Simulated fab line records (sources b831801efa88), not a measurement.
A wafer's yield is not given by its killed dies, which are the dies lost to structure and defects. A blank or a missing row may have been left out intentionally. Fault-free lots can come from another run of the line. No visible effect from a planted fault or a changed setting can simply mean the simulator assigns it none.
What tool caused it?    flow sky130    Sampling: 24 lots, 72 wafers, 6 of 708 route steps

WHAT THE GAUGES SHOWED, per wafer
SKY_VIA3_BOW_MEAS_03.
lot   measured      on            VIA3_BOW (um)
L074  day 38 09:27  filmMetro-04  78 81 80
L075  day 38 21:49  filmMetro-03  77 86 91
L076  day 39 04:16  filmMetro-03  86 82 83
L077  day 39 09:18  filmMetro-04  87 96 77
L078  day 40 01:56  filmMetro-04  83 76 90
L079  day 40 06:20  filmMetro-04  81 70 68
L080  day 40 09:44  filmMetro-02  83 86 75
L081  day 40 22:04  filmMetro-04  83 75 81
L082  day 40 23:19  filmMetro-03  64 70 66
L083  day 41 04:01  filmMetro-04  71 80 74
L084  day 41 18:55  filmMetro-02  83 84 81
L085  day 41 21:38  filmMetro-03  84 74 74
L086  day 42 06:43  filmMetro-02  73 69 71
L087  day 42 10:26  filmMetro-02  75 78 76
L088  day 42 13:17  filmMetro-04  79 81 82
L089  day 42 21:01  filmMetro-02  85 75 91
L090  day 43 07:37  filmMetro-02  87 88 83
L091  day 43 20:10  filmMetro-02  88 74 89
L092  day 44 04:45  filmMetro-04  78 69 78
L093  day 44 07:44  filmMetro-04  87 83 80
L094  day 44 10:17  filmMetro-04  78 72 80
L095  day 44 11:10  filmMetro-03  82 88 73
L096  day 44 15:40  filmMetro-03  89 90 88
L097  day 44 18:26  filmMetro-04  89 64 81

SKY_VIA3_CD_MEAS_12 targets a cd of 200 nm.
lot   measured      on        cdNm (nm)
L074  day 39 10:17  cdSem-01  199.8 199.3 199.4
L075  day 39 22:46  cdSem-02  197.0 196.9 198.5
L076  day 40 04:20  cdSem-01  201.9 202.8 202.7
L077  day 40 10:05  cdSem-02  199.6 199.7 197.5
L078  day 41 01:38  cdSem-02  199.7 198.2 199.8
L079  day 41 05:57  cdSem-01  201.0 202.0 201.0
L080  day 41 09:31  cdSem-02  199.7 200.4 200.2
L081  day 41 21:46  cdSem-02  199.7 199.1 199.2
L082  day 41 23:26  cdSem-01  201.0 201.1 200.3
L083  day 42 04:47  cdSem-01  201.6 201.1 201.2
L084  day 42 18:15  cdSem-02  199.8 199.1 197.2
L085  day 42 20:45  cdSem-02  200.0 200.3 200.1
L086  day 43 06:21  cdSem-02  198.8 197.8 196.5
L087  day 43 09:19  cdSem-02  197.5 198.9 198.8
L088  day 43 12:43  cdSem-01  198.8 199.2 197.4
L089  day 43 20:37  cdSem-01  200.4 199.8 201.3
L090  day 44 06:57  cdSem-02  200.3 201.3 199.3
L091  day 44 18:32  cdSem-01  200.4 199.9 201.3
L092  day 45 02:28  cdSem-02  200.7 198.7 198.4
L093  day 45 05:23  cdSem-02  199.5 201.0 199.9
L094  day 45 07:54  cdSem-02  196.3 197.9 195.5
L095  day 45 08:51  cdSem-01  195.4 195.4 197.3
L096  day 45 13:09  cdSem-01  198.1 197.2 198.2
L097  day 45 15:55  cdSem-02  200.6 200.7 199.9

SKY_VIA3_THK_MEAS_23: measures by xrf.
lot   measured      on            VIA3_W_THK (nm)
L074  day 39 11:28  filmMetro-03  388 380 391
L075  day 40 00:02  filmMetro-03  374 377 375
L076  day 40 05:28  filmMetro-04  373 373 365
L077  day 40 11:17  filmMetro-02  378 381 379
L078  day 41 02:48  filmMetro-02  377 377 377
L079  day 41 07:10  filmMetro-04  374 375 378
L080  day 41 10:47  filmMetro-02  371 373 380
L081  day 41 22:55  filmMetro-04  375 377 374
L082  day 42 00:35  filmMetro-03  372 375 378
L083  day 42 05:56  filmMetro-03  375 375 380
L084  day 42 19:23  filmMetro-03  379 384 376
L085  day 42 21:57  filmMetro-02  381 379 377
L086  day 43 07:36  filmMetro-03  383 385 388
L087  day 43 10:32  filmMetro-02  380 375 370
L088  day 43 13:53  filmMetro-04  368 367 374
L089  day 43 21:48  filmMetro-04  375 370 369
L090  day 44 08:07  filmMetro-03  378 377 379
L091  day 44 19:43  filmMetro-03  381 373 380
L092  day 45 03:37  filmMetro-03  378 376 379
L093  day 45 06:38  filmMetro-03  376 374 378
L094  day 45 09:04  filmMetro-02  387 386 381
L095  day 45 10:02  filmMetro-04  375 379 385
L096  day 45 14:19  filmMetro-02  386 378 381
L097  day 45 17:04  filmMetro-03  371 378 371

SKY_CAP2M_THK_MEAS_04: measures by xrf.
lot   measured      on            CAP2M_TIN_THK (nm)
L074  day 39 12:18  filmMetro-01  202.2 198.6 200.2
L075  day 40 00:52  filmMetro-01  201.9 200.9 201.7
L076  day 40 06:17  filmMetro-04  204.0 202.8 204.4
L077  day 40 12:09  filmMetro-01  196.4 197.2 197.5
L078  day 41 03:37  filmMetro-04  201.1 203.0 204.4
L079  day 41 07:59  filmMetro-04  198.0 198.2 200.7
L080  day 41 11:36  filmMetro-04  205.0 205.0 205.8
L081  day 41 23:45  filmMetro-04  201.1 204.4 201.8
L082  day 42 01:24  filmMetro-04  196.2 195.1 195.8
L083  day 42 06:46  filmMetro-04  196.3 194.5 199.2
L084  day 42 20:13  filmMetro-03  200.5 199.2 198.9
L085  day 42 22:46  filmMetro-01  197.1 198.0 197.4
L086  day 43 08:25  filmMetro-04  196.2 197.5 197.8
L087  day 43 11:22  filmMetro-01  202.2 201.3 201.4
L088  day 43 14:42  filmMetro-04  196.3 197.9 196.5
L089  day 43 22:37  filmMetro-04  200.5 198.7 197.7
L090  day 44 08:56  filmMetro-04  198.6 199.1 198.5
L091  day 44 20:32  filmMetro-04  200.3 200.2 199.4
L092  day 45 04:36  filmMetro-03  197.7 196.0 197.2
L093  day 45 07:45  filmMetro-04  199.7 199.0 197.1
L094  day 45 09:53  filmMetro-01  197.5 197.6 200.1
L095  day 45 11:41  filmMetro-03  200.5 202.2 201.5
L096  day 45 15:08  filmMetro-03  202.6 199.3 202.1
L097  day 45 17:53  filmMetro-03  200.8 201.0 201.6

WHAT TOOL EACH LOT RAN ON (gives the tool, then ch and the chambers of the sampled wafers, and finally the start)
lot   SKY_METAL3_SPUTTER_02        SKY_METAL4_SPUTTER_00
L074  pvdSputter-01, day 36 03:03  pvdSputter-03, day 39 11:49
L075  pvdSputter-02, day 36 15:47  pvdSputter-04, day 40 00:23
L076  pvdSputter-04, day 36 23:23  pvdSputter-03, day 40 05:48
L077  pvdSputter-01, day 37 04:19  pvdSputter-04, day 40 11:38
L078  pvdSputter-04, day 37 22:16  pvdSputter-01, day 41 03:10
L079  pvdSputter-04, day 38 02:12  pvdSputter-01, day 41 07:31
L080  pvdSputter-04, day 38 06:04  pvdSputter-01, day 41 11:08
L081  pvdSputter-04, day 38 18:04  pvdSputter-01, day 41 23:16
L082  pvdSputter-02, day 38 19:59  pvdSputter-04, day 42 00:55
L083  pvdSputter-02, day 39 01:39  pvdSputter-03, day 42 06:16
L084  pvdSputter-02, day 39 17:48  pvdSputter-04, day 42 19:44
L085  pvdSputter-01, day 39 18:34  pvdSputter-01, day 42 22:19
L086  pvdSputter-02, day 40 03:52  pvdSputter-04, day 43 07:58
L087  pvdSputter-01, day 40 07:16  pvdSputter-01, day 43 10:53
L088  pvdSputter-01, day 40 11:18  pvdSputter-04, day 43 14:13
L089  pvdSputter-01, day 40 19:12  pvdSputter-04, day 43 22:08
L090  pvdSputter-01, day 41 05:35  pvdSputter-01, day 44 08:28
L091  pvdSputter-02, day 41 18:58  pvdSputter-01, day 44 20:04
L092  pvdSputter-04, day 42 04:10  pvdSputter-01, day 45 04:07
L093  pvdSputter-04, day 42 07:03  pvdSputter-04, day 45 07:17
L094  pvdSputter-04, day 42 08:57  pvdSputter-04, day 45 09:25
L095  pvdSputter-04, day 42 09:40  pvdSputter-04, day 45 11:13
L096  pvdSputter-02, day 42 15:22  pvdSputter-04, day 45 14:40
L097  pvdSputter-02, day 42 19:07  pvdSputter-03, day 45 17:25
- SKY_METAL3_SPUTTER_02: material AlCu, target thk 735 nm, time 39.1 s.
- SKY_METAL4_SPUTTER_00: material Ti, target thk 15 nm, time 10 s.

AS READ BY THE TOOLS THEMSELVES (means over the sampled wafers that have a number; for cases with no such wafer, the mark the record gives instead)
SKY_METAL3_SPUTTER_02.
lot   tool           throttleValvePct (%)
L074  pvdSputter-01  29.6
L075  pvdSputter-02  30.6
L076  pvdSputter-04  29.5
L077  pvdSputter-01  30.8
L078  pvdSputter-04  29.4
L079  pvdSputter-04  29.7
L080  pvdSputter-04  29.3
L081  pvdSputter-04  29.2
L082  pvdSputter-02  31.3
L083  pvdSputter-02  31.2
L084  pvdSputter-02  30.5
L085  pvdSputter-01  30.3
L086  pvdSputter-02  32.0
L087  pvdSputter-01  30.9
L088  pvdSputter-01  30.0
L089  pvdSputter-01  30.0
L090  pvdSputter-01  29.7
L091  pvdSputter-02  30.7
L092  pvdSputter-04  29.4
L093  pvdSputter-04  28.9
L094  pvdSputter-04  28.9
L095  pvdSputter-04  28.9
L096  pvdSputter-02  31.7
L097  pvdSputter-02  31.3

SKY_METAL4_SPUTTER_00.
lot   tool           throttleValvePct (%)
L074  pvdSputter-03  28.7
L075  pvdSputter-04  29.0
L076  pvdSputter-03  29.5
L077  pvdSputter-04  28.8
L078  pvdSputter-01  30.4
L079  pvdSputter-01  29.6
L080  pvdSputter-01  30.3
L081  pvdSputter-01  30.5
L082  pvdSputter-04  29.9
L083  pvdSputter-03  29.7
L084  pvdSputter-04  28.9
L085  pvdSputter-01  30.4
L086  pvdSputter-04  28.8
L087  pvdSputter-01  30.0
L088  pvdSputter-04  29.1
L089  pvdSputter-04  29.0
L090  pvdSputter-01  30.0
L091  pvdSputter-01  30.5
L092  pvdSputter-01  30.4
L093  pvdSputter-04  29.3
L094  pvdSputter-04  29.0
L095  pvdSputter-04  29.5
L096  pvdSputter-04  29.3
L097  pvdSputter-03  29.6

THE ANSWER, worked out from the rows above alone
Rule: usual is defined by the lots themselves. The widest of any qualifying gaps counts: lots, ordered by their means at a reading, are off when they make up no more than a third of the lots, leave a main group of 4 or more, and stand apart from it by 3 or more times the standard deviation of that group's means. If all means in a main group match to the digits the tables above print for the reading, that group is not used. A lot without any number at a reading at which 4 lots or more have one is off too. The other lots that the step has rows for count as sound. First the gauges in route order, then the tools' own readings, where a lot's mean is used as printed above. The first step at which some lot is off is used, and at that step the reading that is off furthest; a lot without a number counts as furthest.
No lot is off at any reading shown: from this, nothing can be told.

WHAT WAS PUT IN BY THE SIMULATOR
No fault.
